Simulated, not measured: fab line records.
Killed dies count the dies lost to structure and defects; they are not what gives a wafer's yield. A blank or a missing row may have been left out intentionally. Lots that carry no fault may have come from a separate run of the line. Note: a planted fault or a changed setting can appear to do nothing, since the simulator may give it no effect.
What tool caused it? | flow sky130 | 11 lots with 33 wafers sampled at 3 steps, on a route of 708 steps

## WHAT EACH GAUGE READ, for each wafer
SKY_CONTACT_RS_MEAS_25: measurement is done with a four-point probe.
lot  | measured     | on           | CONTACT_W_RS (ohm/sq)
L399 | day 32 07:51 | filmMetro-02 | 0.336 0.345 0.341
L401 | day 32 16:22 | filmMetro-01 | 0.336 0.330 0.330
L405 | day 33 21:23 | filmMetro-04 | 0.332 0.334 0.333
L408 | day 35 09:14 | filmMetro-04 | 58.919 58.801 58.035
L409 | day 35 11:14 | filmMetro-01 | 58.232 59.501 58.380
L411 | day 35 22:47 | filmMetro-02 | 0.335 0.336 0.338
L417 | day 37 15:11 | filmMetro-04 | 0.341 0.333 0.342
L418 | day 38 02:35 | filmMetro-04 | 0.338 0.340 0.342
L419 | day 38 03:17 | filmMetro-01 | 0.337 0.337 0.334
L422 | day 39 07:03 | filmMetro-02 | 0.334 0.331 0.333
L421 | day 39 10:15 | filmMetro-02 | 0.342 0.335 0.333

## EACH LOT AND THE TOOL THAT RAN IT (in order: tool; ch and the chambers of the sampled wafers; start)
lot  | SKY_LOCAL_INTERCONNECT_ETCH_13   | SKY_CONTACT_CVD_24
L399 | rieMetal-01 ch 0,1, day 31 01:08 | cvdW-01 ch 0,1, day 32 07:44
L401 | rieMetal-02 ch 0,1, day 31 09:50 | cvdW-02 ch 0,1, day 32 16:16
L405 | rieMetal-01 ch 0,1, day 32 15:47 | cvdW-01 ch 0,1, day 33 21:16
L408 | rieMetal-03 ch 0, day 34 04:14   | cvdW-01 ch 0,1, day 35 09:07
L409 | rieMetal-03 ch 0, day 34 05:25   | cvdW-01 ch 0,1, day 35 11:07
L411 | rieMetal-01 ch 0,1, day 34 18:17 | cvdW-02 ch 0,1, day 35 22:40
L417 | rieMetal-03 ch 0,1, day 36 10:58 | cvdW-01 ch 0,1, day 37 15:05
L418 | rieMetal-03 ch 0,1, day 36 22:07 | cvdW-01 ch 0,1, day 38 02:28
L419 | rieMetal-02 ch 0,1, day 36 22:48 | cvdW-02 ch 0,1, day 38 03:09
L422 | rieMetal-03 ch 0,1, day 38 03:26 | cvdW-02 ch 0,1, day 39 06:56
L421 | rieMetal-03 ch 0,1, day 38 06:22 | cvdW-02 ch 0,1, day 39 10:07
- SKY_LOCAL_INTERCONNECT_ETCH_13: etches BARC in N2/H2, stops on SiO2, time 45.9 s, target depth 60 nm.
- SKY_CONTACT_CVD_24: deposits W, target thk 340 nm, time 102.12 s.

## THE ANSWER, worked out from the rows above alone
Rule: what is usual is taken from the lots themselves. The widest of any qualifying gaps counts: lots, ordered by their means at a reading, are off when they make up no more than a third of the lots, leave a main group of 4 or more, and stand apart from it by 3 or more times the standard deviation of that group's means. The tables above print the reading to a certain number of digits; a main group whose means all agree to those digits is not used. A lot without any number at a reading at which 4 lots or more have one is off too. Where the step has rows for the other lots, those lots are counted as sound.
Off: L408, L409, at SKY_CONTACT_RS_MEAS_25 (CONTACT_W_RS). The main group has a mean of 0.336 ohm/sq with a standard deviation of 0.003.
A tool fits if, at a process step before that reading, it ran every lot that is off, and no sound lot after the first of them. Gauges at SKY_CONTACT_RS_MEAS_25: tried the same way as those tools. No candidate that was tried fits.

## WHAT THE SIMULATOR PUT IN
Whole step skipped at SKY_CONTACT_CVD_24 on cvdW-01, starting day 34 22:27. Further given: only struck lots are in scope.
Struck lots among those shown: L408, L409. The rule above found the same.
